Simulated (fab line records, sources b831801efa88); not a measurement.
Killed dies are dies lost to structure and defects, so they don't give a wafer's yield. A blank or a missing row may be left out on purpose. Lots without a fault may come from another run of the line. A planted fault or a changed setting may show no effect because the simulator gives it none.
Problem report in the 8D (eight disciplines) form, filled by code | flow sky130 | the parts of the form that need people (team, actions taken, sign-off) are left out

1. THE PROBLEM
NWELL_RS at SKY_NWELL_RS_MEAS_29 reads a mean of 640.0 ohm/sq on 6 wafers of 2 lots; wafers without a fault read 624.6 ohm/sq with a standard deviation of 1.6. That is +9.6 standard deviations from the usual mean.
The step: measures by four-point-probe.
First seen on wafer L638.1, day 7 14:52, on film_metro-03. The record holds 36 wafers of 12 lots with a number at this step. Rule for "out", or "out of limits": more than 4 standard deviations from the usual mean. The other wafers with a number count as sound.

2. WHAT IT IS AND WHAT IT IS NOT
question                    | is                     | is not
which readings at this step | NWELL_RS               | -
which lots                  | L638, L639             | L630, L632, L635, L636, L642, L647, L648, L649, L650, L652
which wafers of those lots  | all that have a number | -
read on which gauges        | film_metro-03          | film_metro-02, film_metro-04
when                        | from day 7 14:52       | up to then (12 sound wafers); but 18 sound wafers of L642, L647, L648, L649, L650, L652 came after

3. SUSPECTS, AND WHAT RULES EACH OUT
Counting: a tool at a process step up to the reading stays a suspect if it ran every lot that is out and no sound lot after the first of them.
- the gauge at SKY_NWELL_RS_MEAS_29: ruled out. All the wafers that are out were read on film_metro-03, but those of them that SKY_NWELL_IMPLANT_11 has rows for are out there too, on other tools.
- implanter-01 at SKY_NWELL_IMPLANT_11: ruled out as a lasting fault. Sound lots L650, L652 ran on it after its first lot that is out, L638 (day 6 18:07).
Left after counting: nothing in the record.

4. THE CAUSE (what the simulator had put in)
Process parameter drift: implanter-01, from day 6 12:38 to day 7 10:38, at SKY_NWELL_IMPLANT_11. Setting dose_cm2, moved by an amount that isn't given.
Counting ruled it out, wrongly: the rule takes a fault to strike every lot that its tool runs from its start on, and this one did not.

5. THE CHAIN OF EFFECTS, in route order
Each row: a reading whose mean over the struck wafers that have a number lies more than 3 standard deviations from the usual. Only readings for which the record gives a usual standard deviation are gone through. hours: the time from each lot's start at the first step in this table that gives one to its start at this step, as a median over the lots. sigmas: the change in usual standard deviations.
hours | step                 | reading       | usual        | on struck wafers | change      | sigmas
0     | SKY_NWELL_IMPLANT_11 | dose_ions_cm2 | 1.9002e+13   | 1.8187e+13       | -8.1483e+11 | -35
20    | SKY_NWELL_RS_MEAS_29 | NWELL_RS      | 624.6 ohm/sq | 640.0            | +15.4       | +9.6
The process steps in it:
- SKY_NWELL_IMPLANT_11
Later measuring or inspecting steps at which every struck wafer that the step has a row for has a number for every such reading, and none has moved that far: SKY_VT_ADJUST_NCORE_OVL_MEAS_08, SKY_SONOS_ONO_THK_MEAS_05.

6. WHAT WOULD HAVE CAUGHT IT SOONER
In this record the first reading out of limits at a measuring or inspecting step was taken at day 7 14:52, 26 hours after the fault began at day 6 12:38.
The tool's own readings at SKY_NWELL_IMPLANT_11 were out on every struck wafer that the step has a row for (dose_ions_cm2): an alarm limit on them would have fired on the first of those.
